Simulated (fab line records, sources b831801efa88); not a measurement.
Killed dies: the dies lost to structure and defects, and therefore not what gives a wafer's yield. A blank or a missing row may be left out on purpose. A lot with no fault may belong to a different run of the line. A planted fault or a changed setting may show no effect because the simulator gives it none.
Struck lot and sound lot, side by side -- flow sky130 -- 17 out of 708 route steps
Sound: the wafers L421.2, L421.3, L421.5. Struck: wafer L431.5 (L431.2, L431.4, from the same lot, were not struck and are left out); the cause is given at the end.
Order at every step that has rows: each side's tool, ch and its chambers, its first start. Under that, the readings that differ: sound wafers -- struck wafers -- difference of the means -- sigmas: that difference in standard deviations of wafers without a fault.
alike: readings whose means differ by less than 2 such deviations, and words and numbers that are the same on both sides. not compared: withheld readings, readings that some wafer has no value for, bounds like >300 that may hide the same value, and numbers for which the record gives no deviation and whose values overlap.
Wherever a step has rows on one side only, a row that says differs or no value, or a row with sigmas, the two part there. When numbers do not overlap yet have no deviation, they are printed without sigmas and do not part them. A reading missing from all wafers of one side parts the sides only when that side holds two or more wafers.

SKY_LDD_P_OVL_MEAS_08:
  sound on overlay-01 at day 18 17:16; struck on overlay-01 at day 22 10:34
  alike: LDD_P_OVL
then, 1 step without rows for these wafers: SKY_LDD_P_IMPLANT_09.
SKY_LDD_P_STRIP_10: strips in O2/N2.
  sound on plasma-asher-01 ch 0,1, day 18 17:27; struck on plasma-asher-01 ch 0, day 22 10:45
reading,sound,struck,difference,sigmas
oes-product-au (a.u.),0.718 0.719 0.711,0.727,+0.011,+2
  alike: drypump-motor-current-A, strip-time-to-endpoint-s
  not compared: rf-hours-counter-h
SKY_LDD_P_TW_MEAS_11:
  sound on film-metro-04 at day 18 17:34; struck on film-metro-02 at day 22 10:52
reading,sound,struck,difference,sigmas
LDD_P_TW,648 645 648,639,-8,-2
then, 7 steps without rows for these wafers: SKY_LDD_HVN_DEHYDRATE_00 (time 60 s); SKY_LDD_HVN_HMDS_01 (prime time 60 s); SKY_LDD_HVN_COAT_02 (resist thk 300 nm); SKY_LDD_HVN_SOFTBAKE_03 (time 60 s); SKY_LDD_HVN_EXPOSE_04 (exposes mask HVNTM, target cd 700 nm); SKY_LDD_HVN_PEB_05; SKY_LDD_HVN_DEVELOP_06 (develop time 60 s).
SKY_LDD_HVN_OVL_MEAS_07:
  sound on overlay-02 at day 19 23:58; struck on overlay-02 at day 23 17:23
  alike: LDD_HVN_OVL
SKY_LDD_HVN_IMPLANT_08:
  sound on implanter-01 ch 0, day 20 00:02; struck on implanter-01 ch 0, day 23 17:26
  alike: beam-energy-keV, tilt-deg
SKY_LDD_HVN_STRIP_09: strips in O2/N2.
  sound on plasma-asher-03 ch 0,1, day 20 00:09; struck on plasma-asher-04 ch 0, day 23 17:34
reading,sound,struck,difference,sigmas
oes-product-au (a.u.),0.411 0.409 0.415,0.401,-0.011,-2
strip-time-to-endpoint-s (s),4.161 4.142 4.174,4.128,-0.031,-2
  alike: drypump-motor-current-A
  not compared: rf-hours-counter-h
SKY_LDD_HVN_TW_MEAS_10:
  sound on film-metro-03 at day 20 00:16; struck on film-metro-04 at day 23 17:41
reading,sound,struck,difference,sigmas
LDD_HVN_TW,1430 1430 1432,1390,-41,-4
then, 1 step without rows for these wafers: SKY_LDD_HVP_DEHYDRATE_00 (time 60 s).
-- the record jumps here: 24 days lie between the struck wafers' starts before and after (it left off in module LDD_HVP and takes up again in module PAD_OPEN, whose first step shown is number 708 of the route) --
SKY_PAD_OPEN_PROBE_99:
  sound on prober-01 at day 45 17:02; struck on prober-01 at day 48 05:03
reading,sound,struck,difference,sigmas
killed_at_M0_to_M3,54 50 58,36,-18,-2
killed_at_M4_up,4 7 4,1,-4,-2
killed-at-contacts,28 23 21,38,+14,+3
killed-short,39 42 56,25,-21,-3
model.etest.tip_n_5v.rs-ohm-sq,1394 1388 1388,1664,+274,
model.etest.tip_n_5v.rs-ohm-sq-range,22.25 41.4 31.6,304.3,+272.6,
model.etest.tip_n_5v.rs-ohm-sq-rim-less-centre,15.28 27.23 15.02,-148.1,-167.3,
model.etest.nfet-g5v0d10v5.r-on-ohm-um,1888 1867 1894,1929,+46,
model.etest.nfet-g5v0d10v5.drive-ua-um,603 614.4 603.5,591.1,-15.9,
model.etest.nfet-g5v0d10v5.vt-sat-v (V),0.7753 0.7608 0.7685,0.7841,+0.0159,
model.etest.nfet-g5v0d10v5.vt-v-range,0.01183 0.01816 0.01464,0.02334,+0.00846,
  alike: killed-at-front-end, killed-at-other, killed-dies, killed-on-rim, killed-open

## WHERE THEY PART
First at SKY_LDD_P_STRIP_10; last, within this record, at SKY_PAD_OPEN_PROBE_99.

WHY: the cause the simulator had injected
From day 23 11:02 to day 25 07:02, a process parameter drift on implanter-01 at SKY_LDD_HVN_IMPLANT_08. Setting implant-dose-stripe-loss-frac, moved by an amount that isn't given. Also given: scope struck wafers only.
